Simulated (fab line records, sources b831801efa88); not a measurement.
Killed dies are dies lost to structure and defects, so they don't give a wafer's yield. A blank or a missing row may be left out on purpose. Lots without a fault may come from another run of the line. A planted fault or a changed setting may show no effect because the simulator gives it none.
Split-lot experiment | flow gf180mcu | 5 lots, 23 wafers read, on a route of 602 steps

THE SPLIT
At GF_VT_IMPLANT_IMPLANT_30, the setting energy_kev was moved away from the recipe's 25 on 11 of the 23 wafers read, by -8.1% to +6.2%. The other wafers ran this setting at the recipe's value.

The reading is taken at the split's own step.

THE READING
implant.drp_nm (the simulator's own value, which no gauge read), in nm, at GF_VT_IMPLANT_IMPLANT_30. The file gives no usual value for it.

wafer  | tool, chamber at the split | energy_kev as run | against the recipe | implant.drp_nm, nm | against lot-mates on the recipe
L075.1 | implanter-01, 0            | 25                | recipe             | 35.62              | -
L075.3 | implanter-01, 0            | 25                | recipe             | 35.62              | -
L075.2 | implanter-01, 0            | 22.97             | -8.1%              | 32.29              | -3.33
L075.5 | implanter-01, 0            | 22.97             | -8.1%              | 32.29              | -3.33
L075.6 | implanter-01, 0            | 22.97             | -8.1%              | 32.29              | -3.33
L077.1 | implanter-02, 0            | 23.99             | -4.0%              | 33.94              | -1.68
L077.4 | implanter-02, 0            | 23.99             | -4.0%              | 33.94              | -1.68
L077.6 | implanter-02, 0            | 23.99             | -4.0%              | 33.94              | -1.68
L077.2 | implanter-02, 0            | 25                | recipe             | 35.62              | -
L077.5 | implanter-02, 0            | 25                | recipe             | 35.62              | -
L076.1 | implanter-01, 0            | 25.63             | +2.5%              | 36.68              | +1.06
L076.2 | implanter-01, 0            | 25.63             | +2.5%              | 36.68              | +1.06
L076.4 | implanter-01, 0            | 25.63             | +2.5%              | 36.68              | +1.06
L076.3 | implanter-01, 0            | 25                | recipe             | 35.62              | -
L076.5 | implanter-01, 0            | 25                | recipe             | 35.62              | -
L082.1 | implanter-01, 0            | 25                | recipe             | 35.62              | -
L082.2 | implanter-01, 0            | 25                | recipe             | 35.62              | -
L082.5 | implanter-01, 0            | 25                | recipe             | 35.62              | -
L084.1 | implanter-04, 0            | 25                | recipe             | 35.62              | -
L084.3 | implanter-04, 0            | 25                | recipe             | 35.62              | -
L084.5 | implanter-04, 0            | 25                | recipe             | 35.62              | -
L084.2 | implanter-04, 0            | 26.55             | +6.2%              | 38.18              | +2.56
L084.6 | implanter-04, 0            | 26.55             | +6.2%              | 38.18              | +2.56

THE FIT
A straight line over all 23 wafers: implant.drp_nm changes by +0.412 nm for each +1% of energy_kev; r = +1.00; the points scatter about the line by 0.011 nm.
The same after taking each lot's own level away (the mean of its wafers on the recipe; 23 wafers): +0.412 nm for each +1%; r = +1.00; scatter 0.011 nm.
On that fit, the largest move of energy_kev shifts the reading by 3.3 nm.
The lots' own levels span 35.620 to 35.620 nm.
So the lot-to-lot level changes the slope little: the two slopes agree.
Check: with one of the wafers moved furthest among these (-8.1%) left out of the fit, the line predicts -3.35 nm for it against its lot-mates. It came out at -3.33 nm against them.

OTHER SPLITS ON THESE WAFERS
These wafers also went through other splits before the reading. Each is held against what the fit with the lots' levels taken away leaves over:
other split on the same wafers   | wafers away from the commonest value | r with implant.drp_nm (lot level and that fit taken away)
GF_DNWELL_STRIP_08 platen_temp_c | 11                                   | -0.31
GF_NWELL_IMPLANT_08 energy_kev   | 5                                    | -0.58
GF_MVPSD_IMPLANT_08 dose_cm2     | 10                                   | +0.21
GF_VT_IMPLANT_STRIP_20 power_w   | 10                                   | +0.39

THE WHOLE CHAIN: every reading that the file lists as answering this split, in the file's order
step                     | what it does | reading                                                         | change (the file's fit)               | r (the file's)
GF_VT_IMPLANT_IMPLANT_30 |              | implant.rp_nm (the simulator's own value, which no gauge read)  | +0.819 nm for each +1% of the setting | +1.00
GF_VT_IMPLANT_IMPLANT_30 |              | implant.drp_nm (the simulator's own value, which no gauge read) | +0.413 nm for each +1% of the setting | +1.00

THE FILE'S OWN FIT
implant.drp_nm changes by +0.413 nm for each +1% of energy_kev, r = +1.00.
